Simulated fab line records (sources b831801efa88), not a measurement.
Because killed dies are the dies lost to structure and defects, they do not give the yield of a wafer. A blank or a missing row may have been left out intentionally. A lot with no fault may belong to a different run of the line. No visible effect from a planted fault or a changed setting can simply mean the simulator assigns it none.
Which of the tools did it? || flow sky130 || 13 lots with 39 wafers sampled at 4 steps, on a route of 708 steps

WHAT THE GAUGES READ, wafer by wafer
SKY_METAL2_THK_MEAS_06: measures by xrf. Usual: for METAL2_ALCU_THK the level is 255 nm and the standard deviation is 3.3.
{"lot": "L645", "measured": "day 33 14:58", "on": "film metro-04", "METAL2_ALCU_THK (nm)": "254 255 254", "flag": ""}
{"lot": "L647", "measured": "day 34 13:22", "on": "film metro-01", "METAL2_ALCU_THK (nm)": "255 252 255", "flag": ""}
{"lot": "L648", "measured": "day 35 12:20", "on": "film metro-01", "METAL2_ALCU_THK (nm)": "256 259 261", "flag": ""}
{"lot": "L649", "measured": "day 35 16:13", "on": "film metro-02", "METAL2_ALCU_THK (nm)": "255 257 257", "flag": ""}
{"lot": "L651", "measured": "day 36 10:52", "on": "film metro-04", "METAL2_ALCU_THK (nm)": "256 254 252", "flag": ""}
{"lot": "L655", "measured": "day 37 20:56", "on": "film metro-01", "METAL2_ALCU_THK (nm)": "259 253 254", "flag": ""}
{"lot": "L658", "measured": "day 38 04:54", "on": "film metro-02", "METAL2_ALCU_THK (nm)": "261 261 253", "flag": ""}
{"lot": "L657", "measured": "day 38 06:22", "on": "film metro-01", "METAL2_ALCU_THK (nm)": "251 247 248", "flag": ""}
{"lot": "L660", "measured": "day 38 22:44", "on": "film metro-01", "METAL2_ALCU_THK (nm)": "255 254 256", "flag": ""}
{"lot": "L662", "measured": "day 39 09:55", "on": "film metro-04", "METAL2_ALCU_THK (nm)": "256 255 254", "flag": ""}
{"lot": "L664", "measured": "day 40 05:16", "on": "film metro-04", "METAL2_ALCU_THK (nm)": "249 248 251", "flag": ""}
{"lot": "L666", "measured": "day 40 13:58", "on": "film metro-01", "METAL2_ALCU_THK (nm)": "255 257 258", "flag": ""}
{"lot": "L668", "measured": "day 41 00:12", "on": "film metro-04", "METAL2_ALCU_THK (nm)": "254 254 253", "flag": ""}

SKY_VIA2_THK_MEAS_01. Usual: for VIA2_HDPCVD_THK the level is 1183 nm and the standard deviation is 11.
{"lot": "L645", "measured": "day 34 19:02", "on": "film metro-01", "VIA2_HDPCVD_THK (nm)": "1162 1150 1165", "flag": ""}
{"lot": "L647", "measured": "day 35 17:28", "on": "film metro-04", "VIA2_HDPCVD_THK (nm)": "1180 1181 1186", "flag": ""}
{"lot": "L648", "measured": "day 36 15:21", "on": "film metro-01", "VIA2_HDPCVD_THK (nm)": "1168 1165 1200", "flag": ""}
{"lot": "L649", "measured": "day 36 19:44", "on": "film metro-01", "VIA2_HDPCVD_THK (nm)": "1187 1179 1186", "flag": ""}
{"lot": "L651", "measured": "day 37 12:59", "on": "film metro-04", "VIA2_HDPCVD_THK (nm)": "1204 1175 1193", "flag": ""}
{"lot": "L655", "measured": "day 38 23:20", "on": "film metro-04", "VIA2_HDPCVD_THK (nm)": "1187 1191 1182", "flag": ""}
{"lot": "L658", "measured": "day 39 07:22", "on": "film metro-04", "VIA2_HDPCVD_THK (nm)": "1198 1210 1206", "flag": ""}
{"lot": "L657", "measured": "day 39 07:48", "on": "film metro-01", "VIA2_HDPCVD_THK (nm)": "1188 1181 1196", "flag": ""}
{"lot": "L660", "measured": "day 40 00:53", "on": "film metro-03", "VIA2_HDPCVD_THK (nm)": "1171 1187 1186", "flag": ""}
{"lot": "L662", "measured": "day 40 11:40", "on": "film metro-04", "VIA2_HDPCVD_THK (nm)": "1173 1180 1184", "flag": ""}
{"lot": "L664", "measured": "day 41 06:28", "on": "film metro-03", "VIA2_HDPCVD_THK (nm)": "1171 1193 1177", "flag": ""}
{"lot": "L666", "measured": "day 41 15:01", "on": "film metro-04", "VIA2_HDPCVD_THK (nm)": "1181 1181 1183", "flag": ""}
{"lot": "L668", "measured": "day 42 02:10", "on": "film metro-01", "VIA2_HDPCVD_THK (nm)": "1166 1176 1171", "flag": ""}

EACH LOT AND THE TOOL THAT RAN IT (in order: tool; ch and the chambers of the sampled wafers; start)
{"lot": "L645", "SKY_METAL2_SPUTTER_03": "pvd sputter-04, day 33 14:47", "SKY_METAL2_COAT_10": "litho track-04 ch 0, day 34 05:00"}
{"lot": "L647", "SKY_METAL2_SPUTTER_03": "pvd sputter-01, day 34 13:11", "SKY_METAL2_COAT_10": "litho track-02 ch 0, day 35 03:00"}
{"lot": "L648", "SKY_METAL2_SPUTTER_03": "pvd sputter-03, day 35 12:08", "SKY_METAL2_COAT_10": "litho track-01 ch 0, day 36 00:00"}
{"lot": "L649", "SKY_METAL2_SPUTTER_03": "pvd sputter-01, day 35 16:01", "SKY_METAL2_COAT_10": "litho track-01 ch 0, day 36 05:00"}
{"lot": "L651", "SKY_METAL2_SPUTTER_03": "pvd sputter-03, day 36 10:40", "SKY_METAL2_COAT_10": "litho track-01 ch 0, day 36 22:00"}
{"lot": "L655", "SKY_METAL2_SPUTTER_03": "pvd sputter-01, day 37 20:44", "SKY_METAL2_COAT_10": "litho track-04 ch 0, day 38 08:00"}
{"lot": "L658", "SKY_METAL2_SPUTTER_03": "pvd sputter-03, day 38 04:43", "SKY_METAL2_COAT_10": "litho track-02 ch 0, day 38 17:00"}
{"lot": "L657", "SKY_METAL2_SPUTTER_03": "pvd sputter-04, day 38 06:09", "SKY_METAL2_COAT_10": "litho track-01 ch 0, day 38 18:00"}
{"lot": "L660", "SKY_METAL2_SPUTTER_03": "pvd sputter-04, day 38 22:32", "SKY_METAL2_COAT_10": "litho track-02 ch 0, day 39 10:00"}
{"lot": "L662", "SKY_METAL2_SPUTTER_03": "pvd sputter-01, day 39 09:43", "SKY_METAL2_COAT_10": "litho track-04 ch 0, day 39 22:00"}
{"lot": "L664", "SKY_METAL2_SPUTTER_03": "pvd sputter-04, day 40 05:04", "SKY_METAL2_COAT_10": "litho track-01 ch 0, day 40 17:00"}
{"lot": "L666", "SKY_METAL2_SPUTTER_03": "pvd sputter-04, day 40 13:47", "SKY_METAL2_COAT_10": "litho track-01 ch 0, day 41 02:00"}
{"lot": "L668", "SKY_METAL2_SPUTTER_03": "pvd sputter-04, day 41 00:00", "SKY_METAL2_COAT_10": "litho track-01 ch 0, day 41 11:00"}
- SKY_METAL2_SPUTTER_03: material Ti, target thk 5 nm, time 3.3 s.
- SKY_METAL2_COAT_10: resist thk 450 nm.

WHAT THE TOOLS THEMSELVES READ (means of the sampled wafers that have a number; where no wafer has one, the mark that the record gives instead)
SKY_METAL2_SPUTTER_03. Usual: cathode dc power W 3000.0 W, standard deviation 0.54; chamber pressure pa 0.3999 Pa, standard deviation 0.00079; throttle valve pct 29.9 %, standard deviation 1.2.
{"lot": "L645", "tool": "pvd sputter-04", "cathode dc power W (W)": 2999.8, "chamber pressure pa (Pa)": 0.3997, "throttle valve pct (%)": 30.3, "flag": ""}
{"lot": "L647", "tool": "pvd sputter-01", "cathode dc power W (W)": 3000.4, "chamber pressure pa (Pa)": 0.4008, "throttle valve pct (%)": 29.4, "flag": ""}
{"lot": "L648", "tool": "pvd sputter-03", "cathode dc power W (W)": 3000.3, "chamber pressure pa (Pa)": 0.3985, "throttle valve pct (%)": 30.5, "flag": ""}
{"lot": "L649", "tool": "pvd sputter-01", "cathode dc power W (W)": 3000.1, "chamber pressure pa (Pa)": 0.3994, "throttle valve pct (%)": 29.4, "flag": ""}
{"lot": "L651", "tool": "pvd sputter-03", "cathode dc power W (W)": 3000.3, "chamber pressure pa (Pa)": 0.4002, "throttle valve pct (%)": 29.7, "flag": ""}
{"lot": "L655", "tool": "pvd sputter-01", "cathode dc power W (W)": 3000.5, "chamber pressure pa (Pa)": 0.3997, "throttle valve pct (%)": 29.5, "flag": ""}
{"lot": "L658", "tool": "pvd sputter-03", "cathode dc power W (W)": 2999.8, "chamber pressure pa (Pa)": 0.3998, "throttle valve pct (%)": 30.8, "flag": ""}
{"lot": "L657", "tool": "pvd sputter-04", "cathode dc power W (W)": 2999.8, "chamber pressure pa (Pa)": 0.3999, "throttle valve pct (%)": 29.6, "flag": ""}
{"lot": "L660", "tool": "pvd sputter-04", "cathode dc power W (W)": 3000.2, "chamber pressure pa (Pa)": 0.4000, "throttle valve pct (%)": 29.4, "flag": ""}
{"lot": "L662", "tool": "pvd sputter-01", "cathode dc power W (W)": 3000.2, "chamber pressure pa (Pa)": 0.4001, "throttle valve pct (%)": 29.2, "flag": ""}
{"lot": "L664", "tool": "pvd sputter-04", "cathode dc power W (W)": 3000.5, "chamber pressure pa (Pa)": 0.3990, "throttle valve pct (%)": 30.5, "flag": ""}
{"lot": "L666", "tool": "pvd sputter-04", "cathode dc power W (W)": 3000.4, "chamber pressure pa (Pa)": 0.4009, "throttle valve pct (%)": 29.4, "flag": ""}
{"lot": "L668", "tool": "pvd sputter-04", "cathode dc power W (W)": 3000.0, "chamber pressure pa (Pa)": 0.3995, "throttle valve pct (%)": 30.3, "flag": ""}

SKY_METAL2_COAT_10. Usual: 3000.1 rpm for spin speed rpm, sd 1.8.
{"lot": "L645", "tool": "litho track-04", "spin speed rpm (rpm)": 2996.7, "flag": ""}
{"lot": "L647", "tool": "litho track-02", "spin speed rpm (rpm)": 3001.0, "flag": ""}
{"lot": "L648", "tool": "litho track-01", "spin speed rpm (rpm)": 3000.3, "flag": ""}
{"lot": "L649", "tool": "litho track-01", "spin speed rpm (rpm)": 3000.9, "flag": ""}
{"lot": "L651", "tool": "litho track-01", "spin speed rpm (rpm)": 2999.7, "flag": ""}
{"lot": "L655", "tool": "litho track-04", "spin speed rpm (rpm)": 3001.8, "flag": ""}
{"lot": "L658", "tool": "litho track-02", "spin speed rpm (rpm)": 2940.3, "flag": "OFF"}
{"lot": "L657", "tool": "litho track-01", "spin speed rpm (rpm)": 3000.3, "flag": ""}
{"lot": "L660", "tool": "litho track-02", "spin speed rpm (rpm)": 2939.6, "flag": "OFF"}
{"lot": "L662", "tool": "litho track-04", "spin speed rpm (rpm)": 3002.5, "flag": ""}
{"lot": "L664", "tool": "litho track-01", "spin speed rpm (rpm)": 2998.7, "flag": ""}
{"lot": "L666", "tool": "litho track-01", "spin speed rpm (rpm)": 3001.1, "flag": ""}
{"lot": "L668", "tool": "litho track-01", "spin speed rpm (rpm)": 3000.7, "flag": ""}

THE ANSWER, worked out from the rows above alone
Rule: lot off if the mean of its wafers having a number is beyond 3 standard deviations from the usual mean. A lot without any number at a reading at which 4 lots or more have one is off too. Any other lot the step has rows for is counted as sound. First the gauges in route order, then the tools' own readings, where a lot's mean is used as printed above. The first step at which some lot is off is used, and at that step the reading that is off furthest; a lot without a number counts as furthest.
Off: L658, L660 (SKY_METAL2_COAT_10, spin speed rpm).
A tool fits if, at that step or a process step before it, it ran every lot that is off, and no sound lot after the first of them. One fits: SKY_METAL2_COAT_10 on litho track-02. Its last sound lot is L647 (day 35 03:00), its first lot that is off L658 (day 38 17:00): a fault that began between those two fits.
The tool's own readings at SKY_METAL2_COAT_10 bear it out: on the lots that are off they differ by more than 5 times the standard deviation of the sound lots' means. spin speed rpm reads 2939.9 rpm there against 3000.3 rpm on the sound lots.

WHAT THE SIMULATOR HAD PUT IN
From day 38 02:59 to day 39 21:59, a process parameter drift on litho track-02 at SKY_METAL2_COAT_10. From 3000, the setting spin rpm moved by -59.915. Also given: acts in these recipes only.
Lots struck among those shown: L658, L660. The rule above reached the same finding.
